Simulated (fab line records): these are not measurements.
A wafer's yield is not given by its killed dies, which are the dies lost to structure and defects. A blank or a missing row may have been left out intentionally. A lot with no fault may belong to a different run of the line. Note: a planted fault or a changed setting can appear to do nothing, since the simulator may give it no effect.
Struck lot and sound lot, side by side    flow sky130    16 steps out of a route of 708
Sound: wafers L562.3, L562.4, L562.6. Wafers L566.1, L566.2, L566.3 were the ones struck. The cause comes at the end.
For every step that has rows: the tool of each side, followed by ch and its chambers, followed by its first start. Under that, the readings that differ: sound wafers    struck wafers    difference of the means    sigmas: that difference in standard deviations of wafers without a fault.
alike: same words and numbers on both sides, and readings whose means sit less than 2 such deviations apart. not compared: any withheld reading, any reading some wafer has no value for, any bound like >300 that may hide the same value, and any number with overlapping values for which the record gives no deviation.
Wherever a step has rows on one side only, a row that says differs or no value, or a row with sigmas, the two part there. Numbers that don't overlap but have no deviation are shown without sigmas and don't part them. A reading missing from all wafers of one side parts the sides only when that side holds two or more wafers.

SKY_VT_ADJUST_HVTR_OVL_MEAS_08:
  sound: overlay-02 at day 14 15:08; struck: overlay-01 at day 15 22:27
  alike: VT_ADJUST_HVTR_OVL
following that, these wafers have no rows for 1 step: SKY_VT_ADJUST_HVTR_IMPLANT_09.
SKY_VT_ADJUST_HVTR_STRIP_10: strips in O2/N2.
  sound on plasmaAsher-01 ch 0,1, day 14 15:21; struck on plasmaAsher-04 ch 0,1, day 15 22:38
  alike: drypumpMotorCurrentA, oesProductAu, stripTimeToEndpointS
  not compared: rfHoursCounterH
SKY_VT_ADJUST_HVTR_TW_MEAS_11:
  sound: filmMetro-01 at day 14 15:26; struck: filmMetro-01 at day 15 22:44
  alike: VT_ADJUST_HVTR_TW
then, 7 steps without rows for these wafers: SKY_VT_ADJUST_PCH_DEHYDRATE_00 (time 60 s); SKY_VT_ADJUST_PCH_HMDS_01 (prime time 60 s); SKY_VT_ADJUST_PCH_COAT_02 (resist thk 3000 nm); SKY_VT_ADJUST_PCH_SOFTBAKE_03; SKY_VT_ADJUST_PCH_EXPOSE_04 (exposes mask NWM, target cd 840 nm); SKY_VT_ADJUST_PCH_PEB_05; SKY_VT_ADJUST_PCH_DEVELOP_06 (develop time 60 s).
SKY_VT_ADJUST_PCH_OVL_MEAS_07:
  sound: overlay-01 at day 15 18:41; struck: overlay-01 at day 17 02:02
reading                 sound          struck          difference  sigmas
VT_ADJUST_PCH_OVL (nm)  0.1 -1.3 -0.7  -3.5 -4.7 -3.8  -3.4        -2
SKY_VT_ADJUST_PCH_IMPLANT_08:
  sound on implanter-03 ch 0, day 15 18:45; struck on implanter-03 ch 0, day 17 02:04
reading           sound                          struck                         difference  sigmas
doseIonsCm2       5.004e+11 5.011e+11 5.002e+11  2.181e+11 2.175e+11 2.175e+11  -2.829e+11  -99 or more
faradayCurrentUA  2.82 2.87 2.90                 1.24 1.19 1.21                 -1.65       -32
  alike: beamEnergyKeV
SKY_VT_ADJUST_PCH_STRIP_09: strips in O2/N2.
  sound on plasmaAsher-01 ch 0,1, day 15 18:53; struck on plasmaAsher-04 ch 0,1, day 17 02:13
  alike: drypumpMotorCurrentA, oesProductAu, stripTimeToEndpointS
  not compared: rfHoursCounterH
SKY_VT_ADJUST_PCH_TW_MEAS_10:
  sound: filmMetro-04 at day 15 18:58; struck: filmMetro-01 at day 17 04:00
reading           sound              struck             difference  sigmas
VT_ADJUST_PCH_TW  143.5 143.6 143.4  114.4 114.3 114.4  -29.1       -22
  not compared: hold
-- a jump in the record: the struck wafers' starts before and after are 34 days apart (it breaks off in module VT_ADJUST_PCH and resumes in module PAD_OPEN, where the first step shown is number 708 of the route) --
SKY_PAD_OPEN_PROBE_99:
  sound: prober-02 at day 49 23:25; struck: prober-01 at day 50 16:02
reading                                sound                          struck                         difference  sigmas
model.etest.nfet_16v.rOnOhmUm          1.417e+04 1.413e+04 1.414e+04  1.377e+04 1.387e+04 1.378e+04  -3.400e+02  
model.etest.pfetG5v0d10v5.rOnOhmUm     4696 4729 4703                 4916 4980 4892                 +220        
model.etest.pfetG5v0d10v5.driveUaUm    344.8 343.2 347.4              328.1 323.2 330.1              -18.0       
model.etest.pfet_01v8_lvt.driveUaUm    174.4 174.2 173.2              165.5 165.8 165.3              -8.4        
model.etest.pfet_16v.driveUaUm         245.8 248.4 247.8              235.3 233.4 234                -13.1       
model.etest.pfet_01v8_lvt.offLog10AUm  -8.692 -8.832 -8.809           -9.844 -9.903 -9.903           -1.106      
model.etest.pfetG5v0d10v5.offLog10AUm  -12.25 -12.54 -12.26           -13.38 -13.55 -13.57           -1.15       
  alike: killed_at_M0_to_M3, killed_at_M4_up, killedAtContacts, killedAtFrontEnd, killedAtOther, killedDies, killedOpen, killedShort
  not compared: model.etest.ring_5v.delayPs

== WHERE THEY PART ==
First at SKY_VT_ADJUST_PCH_OVL_MEAS_07; last, within this record, at SKY_VT_ADJUST_PCH_TW_MEAS_10. Later steps at which nothing parts them and some readings are alike: SKY_PAD_OPEN_PROBE_99.

WHY: what the simulator had put in
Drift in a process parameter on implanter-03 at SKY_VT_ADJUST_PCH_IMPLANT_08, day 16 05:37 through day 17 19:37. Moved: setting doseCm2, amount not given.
